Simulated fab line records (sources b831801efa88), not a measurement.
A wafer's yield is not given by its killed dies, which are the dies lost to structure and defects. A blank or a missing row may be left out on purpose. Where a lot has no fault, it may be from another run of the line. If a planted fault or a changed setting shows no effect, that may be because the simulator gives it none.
A lot that was struck, set against a sound lot -- flow sky130 -- 37 steps out of a route of 708
Sound: these wafers, L720.1, L720.3, L720.5. Wafers L731.2, L731.3, L731.6 were the ones struck. Last of all comes the cause.
Order at every step that has rows: each side's tool, ch and its chambers, its first start. Under that, the readings that differ: sound wafers -- struck wafers -- difference of the means -- sigmas: that difference in standard deviations of wafers without a fault.
alike: a reading whose means differ by less than 2 such deviations, as well as words and numbers matching on both sides. not compared: withheld readings; readings where some wafer has no value; bounds like >300 that might hide an equal value; numbers whose values overlap and for which the record gives no deviation.
A row with sigmas, a row that says differs or no value, or rows on one side alone: a step with any of these is where the two part. Numbers that don't overlap but have no deviation are shown without sigmas and don't part them. A reading missing from all wafers of one side parts the sides only when that side holds two or more wafers.

first, 10 steps without rows for these wafers: SKY_DNWELL_DEVELOP_06 (develop time 60 s); SKY_DNWELL_IMPLANT_07; SKY_DNWELL_STRIP_08 (strips in O2/N2); SKY_PWDE_DEHYDRATE_00 (time 60 s); SKY_PWDE_HMDS_01 (prime time 60 s); SKY_PWDE_COAT_02 (resist thk 3000 nm); SKY_PWDE_SOFTBAKE_03; SKY_PWDE_EXPOSE_04 (exposes mask PWDEM, target cd 840 nm); SKY_PWDE_PEB_05; SKY_PWDE_DEVELOP_06 (develop time 60 s).
SKY_PWDE_IMPLANT_08:
  sound on implanter-02 ch 0, day 3 20:20; struck on implanter-04 ch 0, day 6 16:17
  alike: end_station_pressure_torr
then, 1 step without rows for these wafers: SKY_PWDE_STRIP_09 (strips in O2/N2).
SKY_PWDE_TW_MEAS_10:
  struck on film_metro-03, day 6 16:40; sound on film_metro-03, day 3 20:35
reading,sound,struck,difference,sigmas
PWDE_TW,378 379 380,470 469 470,+91,+20
then, 22 steps without rows for these wafers: SKY_NWELL_DEHYDRATE_03 (time 60 s); SKY_NWELL_HMDS_04 (prime time 60 s); SKY_NWELL_COAT_05 (resist thk 3000 nm); SKY_NWELL_SOFTBAKE_06; SKY_NWELL_EXPOSE_07 (exposes mask NWM, target cd 840 nm); SKY_NWELL_PEB_08; SKY_NWELL_DEVELOP_09 (develop time 60 s); SKY_NWELL_IMPLANT_11; SKY_NWELL_IMPLANT_12; SKY_NWELL_IMPLANT_13; SKY_NWELL_STRIP_14 (strips in O2/N2); SKY_NWELL_DEHYDRATE_16 (time 60 s); SKY_NWELL_HMDS_17 (prime time 60 s); SKY_NWELL_COAT_18 (resist thk 3000 nm); SKY_NWELL_SOFTBAKE_19; SKY_NWELL_EXPOSE_20 (exposes mask NWM COMPLEMENT, target cd 840 nm); SKY_NWELL_PEB_21; SKY_NWELL_DEVELOP_22 (develop time 60 s); SKY_NWELL_IMPLANT_24; SKY_NWELL_STRIP_25 (strips in O2/N2); SKY_NWELL_CLEAN_27 (cleans in SC1/SC2, time 150 s); SKY_NWELL_RTA_28 (time 30 s).
SKY_NWELL_RS_MEAS_31: uses a four-point probe to measure.
  struck on film_metro-03, day 8 07:41; sound on film_metro-03, day 5 07:09
reading,sound,struck,difference,sigmas
PWDE_RS (ohm/sq),5296 5289 5281,3118 3105 3106,-2179,-99 or more
-- the record jumps here: 41 days lie between the struck wafers' starts before and after (it left off in module NWELL and takes up again in module PAD_OPEN, whose first step shown is number 708 of the route) --
SKY_PAD_OPEN_PROBE_99:
  struck on prober-01, day 49 07:23; sound on prober-02, day 45 18:26
reading,sound,struck,difference,sigmas
model.etest.res_p_drift_20v.line_ohm_um,1.312e+04 1.283e+04 1.302e+04,6216 6303 6184,-6756,
model.etest.res_p_drift_20v.rs_ohm_sq,1.087e+04 1.054e+04 1.1e+04,5179 5251 5178,-5601,
model.etest.res_pwde_under_gate.rs_ohm_sq,6150 6136 6131,3326 3307 3331,-2818,
  alike: killed_at_M0_to_M3, killed_at_M4_up, killed_at_contacts, killed_at_front_end, killed_at_other, killed_dies, killed_open, killed_short

WHERE THEY PART
Earliest at SKY_PWDE_TW_MEAS_10; latest, in this record, at SKY_NWELL_RS_MEAS_31. Later steps at which nothing parts them and some readings are alike: SKY_PAD_OPEN_PROBE_99.

WHY: what had been put in by the simulator
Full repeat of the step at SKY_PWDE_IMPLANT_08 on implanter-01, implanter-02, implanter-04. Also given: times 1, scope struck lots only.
